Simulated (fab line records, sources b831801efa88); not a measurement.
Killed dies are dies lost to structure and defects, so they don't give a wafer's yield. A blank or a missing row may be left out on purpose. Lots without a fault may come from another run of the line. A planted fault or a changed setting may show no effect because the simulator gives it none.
Which tool did it? | flow sky130 | 12 lots, 36 wafers sampled, at 3 steps of a route of 708

WHAT THE GAUGES READ, wafer by wafer
SKY_PWDE_TW_MEAS_10. Usual: PWDE_TW 378, standard deviation 5.4.
lot  | measured    | on            | PWDE_TW     | flag
L219 | day 3 22:44 | film_metro-04 | 384 382 384 |
L220 | day 4 02:15 | film_metro-04 | 385 383 384 |
L222 | day 4 12:50 | film_metro-02 | 374 373 374 |
L223 | day 4 16:58 | film_metro-04 | 382 382 384 |
L224 | day 5 00:47 | film_metro-04 | 385 387 384 |
L227 | day 5 09:43 | film_metro-04 | 386 385 383 |
L231 | day 8 00:23 | film_metro-01 | 374 372 375 |
L232 | day 8 02:17 | film_metro-01 | 373 374 372 |
L235 | day 8 00:02 | film_metro-02 | 375 373 374 |
L236 | day 8 02:38 | film_metro-02 | 374 376 375 |
L239 | day 8 14:08 | film_metro-02 | 372 374 373 |
L241 | day 9 02:47 | film_metro-04 | 382 384 382 |

WHICH TOOL RAN EACH LOT (tool, then ch and the chambers of the sampled wafers, then the start)
lot  | SKY_FIELD_ISO_STRIP_16              | SKY_FIELD_ISO_ETCH_17
L219 | plasma_asher-01 ch 0, day 2 05:04   | rie_si-02 ch 0,2, day 2 05:10
L220 | plasma_asher-03 ch 0,1, day 2 11:16 | rie_si-02 ch 0,1,3, day 2 11:20
L222 | plasma_asher-01 ch 0,1, day 2 20:49 | rie_si-01 ch 0,1,3, day 2 20:55
L223 | plasma_asher-01 ch 0,1, day 3 02:25 | rie_si-02 ch 0,1, day 3 02:29
L224 | plasma_asher-02 ch 0,1, day 3 07:28 | rie_si-02 ch 0,3, day 3 07:34
L227 | plasma_asher-03 ch 0, day 3 21:16   | rie_si-01 ch 0,2, day 3 21:22
L231 | plasma_asher-03 ch 0,1, day 6 02:04 | rie_si-02 ch 0,1, day 6 02:10
L232 | plasma_asher-02 ch 0,1, day 6 02:25 | rie_si-02 ch 0,1, day 6 02:31
L235 | plasma_asher-03 ch 0,1, day 6 02:37 | rie_si-01 ch 0,2,3, day 6 02:43
L236 | plasma_asher-02 ch 0,1, day 6 03:12 | rie_si-01 ch 1,2,3, day 6 03:18
L239 | plasma_asher-03 ch 0,1, day 6 12:04 | rie_si-01 ch 1,3, day 6 12:10
L241 | plasma_asher-01 ch 0,1, day 6 22:07 | rie_si-01 ch 0,1,3, day 6 22:13
- SKY_FIELD_ISO_STRIP_16: strips in O2/N2.
- SKY_FIELD_ISO_ETCH_17: etches Si in HBr/Cl2/O2, target depth 342 nm, time 97.7 s.

WHAT THE TOOLS THEMSELVES READ (means of the sampled wafers that have a number; where no wafer has one, the mark that the record gives instead)
SKY_FIELD_ISO_STRIP_16. Usual: drypump_motor_current_A 6.11 A, standard deviation 0.28; oes_product_au 0.378 a.u., standard deviation 0.0047; strip_time_to_endpoint_s 3.546 s, standard deviation 0.026.
lot  | tool            | drypump_motor_current_A (A) | oes_product_au (a.u.) | strip_time_to_endpoint_s (s) | flag
L219 | plasma_asher-01 | 6.29                        | 0.379                 | 3.548                        |
L220 | plasma_asher-03 | 5.88                        | 0.373                 | 3.516                        |
L222 | plasma_asher-01 | 6.30                        | 0.379                 | 3.545                        |
L223 | plasma_asher-01 | 6.33                        | 0.380                 | 3.556                        |
L224 | plasma_asher-02 | 5.96                        | 0.374                 | 3.537                        |
L227 | plasma_asher-03 | 5.61                        | 0.381                 | 3.529                        |
L231 | plasma_asher-03 | 5.86                        | 0.376                 | 3.534                        |
L232 | plasma_asher-02 | 6.06                        | 0.374                 | 3.539                        |
L235 | plasma_asher-03 | 6.12                        | 0.379                 | 3.587                        |
L236 | plasma_asher-02 | 5.96                        | 0.379                 | 3.530                        |
L239 | plasma_asher-03 | 6.12                        | 0.370                 | 3.542                        |
L241 | plasma_asher-01 | 6.32                        | 0.380                 | 3.570                        |

SKY_FIELD_ISO_ETCH_17. Usual: bias_w 150.0 W, standard deviation 0.43; drypump_motor_current_A 5.5 A, standard deviation 0.52; oes_product_au 0.994 a.u., standard deviation 0.0078; throttle_valve_pct 25.660 %, standard deviation 0.0097.
lot  | tool      | bias_w (W) | drypump_motor_current_A (A) | oes_product_au (a.u.) | throttle_valve_pct (%) | flag
L219 | rie_si-02 | 150.2      | 5.5                         | 0.990                 | 25.669                 |
L220 | rie_si-02 | 149.8      | 5.7                         | 0.987                 | 25.652                 |
L222 | rie_si-01 | 149.8      | 5.2                         | 1.000                 | 25.657                 |
L223 | rie_si-02 | 149.9      | 5.4                         | 0.991                 | 25.661                 |
L224 | rie_si-02 | 149.8      | 5.8                         | 0.999                 | 25.659                 |
L227 | rie_si-01 | 150.0      | 5.6                         | 1.001                 | 25.652                 |
L231 | rie_si-02 | 168.2      | 5.2                         | 1.009                 | 25.654                 | OFF
L232 | rie_si-02 | 167.9      | 5.2                         | 1.005                 | 25.653                 | OFF
L235 | rie_si-01 | 150.2      | 5.6                         | 0.988                 | 25.660                 |
L236 | rie_si-01 | 149.7      | 5.7                         | 0.987                 | 25.669                 |
L239 | rie_si-01 | 150.0      | 5.1                         | 0.997                 | 25.663                 |
L241 | rie_si-01 | 150.0      | 5.2                         | 0.991                 | 25.667                 |

THE ANSWER, worked out from the rows above alone
Rule: a lot is off if the mean of its wafers that have a number lies more than 3 standard deviations from the usual mean. A lot without any number at a reading at which 4 lots or more have one is off too. The other lots that the step has rows for count as sound. The gauges are gone through in route order, then the tools' own readings, and for those a lot's mean is taken as printed above. The first step at which some lot is off is used, and at that step the reading that is off furthest; a lot without a number counts as furthest.
Off: L231, L232, at SKY_FIELD_ISO_ETCH_17 (bias_w).
A tool fits if, at that step or a process step before it, it ran every lot that is off, and no sound lot after the first of them. One fits: rie_si-02 at SKY_FIELD_ISO_ETCH_17. Its last sound lot is L224 (day 3 07:34), its first lot that is off L231 (day 6 02:10): a fault that began between those two fits.
The tool's own readings at SKY_FIELD_ISO_ETCH_17 bear it out: on the lots that are off they differ by more than 5 times the standard deviation of the sound lots' means. bias_w reads 168.1 W there against 149.9 W on the sound lots.

WHAT THE SIMULATOR HAD PUT IN
Process parameter drift: rie_si-02, from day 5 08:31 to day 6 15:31, at SKY_FIELD_ISO_ETCH_17. Setting bias_w, moved by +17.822, from 150. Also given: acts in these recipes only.
Lots struck among those shown: L231, L232. The rule above found the same.
